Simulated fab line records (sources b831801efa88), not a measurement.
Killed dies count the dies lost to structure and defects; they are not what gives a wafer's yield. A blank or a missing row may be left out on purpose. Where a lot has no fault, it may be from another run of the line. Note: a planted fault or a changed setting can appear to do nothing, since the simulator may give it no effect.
What tool caused it? -- flow gf180mcu -- Sampling: 13 lots, 39 wafers, 6 of 602 route steps

== WHAT THE GAUGES READ, wafer by wafer ==
GF_STI_THK_MEAS_30. Usual: STI_OXIDATION_02_THK gives 9.94 nm (standard deviation 0.21).
lot,measured,on,STI_OXIDATION_02_THK (nm),flag
L568,day 2 18:40,film_metro-04,10.22 10.09 10.24,
L569,day 2 22:19,film_metro-03,9.87 9.86 9.88,
L570,day 3 02:36,film_metro-03,9.57 9.65 9.58,
L571,day 3 08:02,film_metro-04,9.98 10.06 9.97,
L572,day 3 12:34,film_metro-04,10.35 10.15 10.26,
L575,day 4 07:04,film_metro-02,10.15 10.20 10.39,
L576,day 4 14:16,film_metro-04,9.96 10.03 9.96,
L577,day 4 17:49,film_metro-04,10.04 10.24 10.00,
L583,day 5 21:31,film_metro-02,9.66 9.61 9.47,
L586,day 6 13:44,film_metro-02,9.60 9.69 9.72,
L587,day 6 17:28,film_metro-02,10.06 10.08 9.98,
L588,day 6 23:19,film_metro-03,9.78 9.84 9.77,
L589,day 7 04:38,film_metro-02,10.00 10.04 9.93,

GF_NWELL_TW_MEAS_11. Usual: NWELL_TW gives 1579 (standard deviation 8.3).
lot,measured,on,NWELL_TW,flag
L568,day 3 20:16,film_metro-01,1573 1588 1575,
L569,day 4 00:28,film_metro-01,1576 1579 1583,
L570,day 4 05:44,film_metro-01,1575 1578 1582,
L571,day 4 10:45,film_metro-04,1574 1570 1580,
L572,day 4 15:54,film_metro-03,1581 1569 1576,
L575,day 5 10:54,film_metro-03,1606 1609 1616,OFF
L576,day 5 19:25,film_metro-01,1600 1603 1612,OFF
L577,day 5 22:46,film_metro-03,1622 1617 1619,OFF
L583,day 7 04:25,film_metro-01,1557 1561 1563,
L586,day 7 21:11,film_metro-01,1560 1563 1563,
L587,day 8 01:24,film_metro-03,1588 1574 1581,
L588,day 8 07:16,film_metro-03,1587 1582 1577,
L589,day 8 13:54,film_metro-04,1570 1586 1571,

GF_MVPSD_OVL_MEAS_07. Usual: MVPSD_OVL gives 0.6 nm (standard deviation 1.4).
lot,measured,on,MVPSD_OVL (nm),flag
L568,day 5 13:43,overlay-01,1.1 1.0 2.0,
L569,day 5 19:08,overlay-02,-0.1 1.3 -0.6,
L570,day 5 23:07,overlay-01,2.2 1.8 1.9,
L571,day 6 05:31,overlay-02,1.9 2.3 0.4,
L572,day 6 11:43,overlay-01,-2.4 -0.1 1.5,
L575,day 7 08:50,overlay-02,-1.1 0.2 0.2,
L576,day 7 18:50,overlay-01,-1.0 -1.1 -3.1,
L577,day 7 21:05,overlay-01,2.5 1.5 3.1,
L583,day 9 06:43,overlay-01,-2.5 -2.4 -0.2,
L586,day 10 01:14,overlay-02,3.4 2.5 3.1,
L587,day 10 04:28,overlay-02,1.0 0.7 2.7,
L588,day 10 11:37,overlay-02,-0.7 0.2 0.8,
L589,day 10 19:59,overlay-01,0.2 1.1 -0.2,

GF_VT_IMPLANT_RS_MEAS_47: a four-point-probe measurement. Usual: NWELL_RS gives 488.2 ohm/sq (standard deviation 1.3).
lot,measured,on,NWELL_RS (ohm/sq),flag
L568,day 8 04:27,film_metro-04,487.1 488.2 488.9,
L569,day 8 10:46,film_metro-03,489.3 489.1 489.9,
L570,day 8 15:25,film_metro-01,491.5 490.8 489.5,
L571,day 8 22:33,film_metro-04,487.1 489.4 487.4,
L572,day 9 05:47,film_metro-01,489.0 489.2 490.7,
L575,day 10 05:14,film_metro-01,480.8 479.9 480.5,OFF
L576,day 10 16:04,film_metro-03,479.3 479.5 479.9,OFF
L577,day 10 19:59,film_metro-04,477.4 478.6 477.3,OFF
L583,day 12 09:02,film_metro-01,490.6 488.3 488.2,
L586,day 13 05:07,film_metro-01,490.2 489.4 489.9,
L587,day 13 08:50,film_metro-03,488.5 487.4 488.3,
L588,day 13 17:57,film_metro-04,486.1 486.1 484.8,
L589,day 14 03:09,film_metro-03,485.9 485.8 487.4,

== WHICH TOOL RAN EACH LOT (tool, then ch and the chambers of the sampled wafers, then the start) ==
lot,GF_NWELL_IMPLANT_09,GF_MVPSD_STRIP_10
L568,"implanter-04 ch 0, day 3 20:01","plasma_asher-03 ch 0,1, day 5 14:03"
L569,"implanter-04 ch 0, day 4 00:15","plasma_asher-04 ch 0,1, day 5 19:30"
L570,"implanter-03 ch 0, day 4 05:29","plasma_asher-04 ch 0,1, day 5 23:27"
L571,"implanter-04 ch 0, day 4 10:30","plasma_asher-03 ch 0, day 6 05:51"
L572,"implanter-04 ch 0, day 4 15:39","plasma_asher-04 ch 0,1, day 6 12:03"
L575,"implanter-04 ch 0, day 5 10:39","plasma_asher-01 ch 0,1, day 7 09:10"
L576,"implanter-04 ch 0, day 5 19:10","plasma_asher-04 ch 0, day 7 19:10"
L577,"implanter-04 ch 0, day 5 22:31","plasma_asher-04 ch 0,1, day 7 21:25"
L583,"implanter-03 ch 0, day 7 04:12","plasma_asher-01 ch 0,1, day 9 07:06"
L586,"implanter-02 ch 0, day 7 20:58","plasma_asher-04 ch 0,1, day 10 01:35"
L587,"implanter-02 ch 0, day 8 01:09","plasma_asher-03 ch 0,1, day 10 04:49"
L588,"implanter-04 ch 0, day 8 07:01","plasma_asher-04 ch 0,1, day 10 11:57"
L589,"implanter-02 ch 0, day 8 13:39","plasma_asher-01 ch 0,1, day 10 20:19"
- GF_NWELL_IMPLANT_09
- GF_MVPSD_STRIP_10: strips in O2/N2.

== WHAT THE TOOLS THEMSELVES READ (means of the sampled wafers that have a number; where no wafer has one, the mark that the record gives instead) ==
GF_NWELL_IMPLANT_09. Usual: tilt_deg 0.002 degrees, standard deviation 0.022.
lot,tool,tilt_deg (degrees),flag
L568,implanter-04,0.028,
L569,implanter-04,0.030,
L570,implanter-03,0.002,
L571,implanter-04,0.007,
L572,implanter-04,-0.040,
L575,implanter-04,3.865,OFF
L576,implanter-04,3.844,OFF
L577,implanter-04,3.797,OFF
L583,implanter-03,-0.002,
L586,implanter-02,0.029,
L587,implanter-02,0.003,
L588,implanter-04,-0.004,
L589,implanter-02,0.014,

GF_MVPSD_STRIP_10. Usual: drypump_motor_current_A 6.1 A, standard deviation 0.44; heater_power_w 337 W, standard deviation 42; oes_product_au 0.723 a.u., standard deviation 0.0046; strip_time_to_endpoint_s 36.96 s, standard deviation 0.11.
lot,tool,drypump_motor_current_A (A),heater_power_w (W),oes_product_au (a.u.),strip_time_to_endpoint_s (s),flag
L568,plasma_asher-03,6.0,305,0.725,36.85,
L569,plasma_asher-04,5.6,317,0.720,36.86,
L570,plasma_asher-04,5.5,318,0.724,36.97,
L571,plasma_asher-03,6.1,342,0.721,37.14,
L572,plasma_asher-04,5.5,321,0.724,37.02,
L575,plasma_asher-01,6.4,378,0.723,36.94,
L576,plasma_asher-04,5.8,283,0.725,36.96,
L577,plasma_asher-04,5.7,302,0.718,37.08,
L583,plasma_asher-01,6.6,356,0.726,36.92,
L586,plasma_asher-04,5.5,322,0.718,36.94,
L587,plasma_asher-03,6.1,325,0.730,37.07,
L588,plasma_asher-04,5.7,301,0.723,36.90,
L589,plasma_asher-01,6.4,382,0.724,36.86,

== THE ANSWER, worked out from the rows above alone ==
Rule: lot off if the mean of its wafers having a number is beyond 3 standard deviations from the usual mean. A lot without any number at a reading at which 4 lots or more have one is off too. The other lots that the step has rows for count as sound. First the gauges in route order, then the tools' own readings, where a lot's mean is used as printed above. The first step at which some lot is off is used, and at that step the reading that is off furthest; a lot without a number counts as furthest.
Off: L575, L576, L577, at GF_NWELL_TW_MEAS_11 (NWELL_TW).
If a tool, at a process step before that reading, ran all the lots that are off and no sound lot after the first of them, it fits. The gauges at GF_NWELL_TW_MEAS_11 aren't tried: what is off there is off at GF_NWELL_IMPLANT_09 too, on other tools, and a gauge's error can't cause that. No candidate that was tried fits.

== WHAT THE SIMULATOR HAD INSERTED ==
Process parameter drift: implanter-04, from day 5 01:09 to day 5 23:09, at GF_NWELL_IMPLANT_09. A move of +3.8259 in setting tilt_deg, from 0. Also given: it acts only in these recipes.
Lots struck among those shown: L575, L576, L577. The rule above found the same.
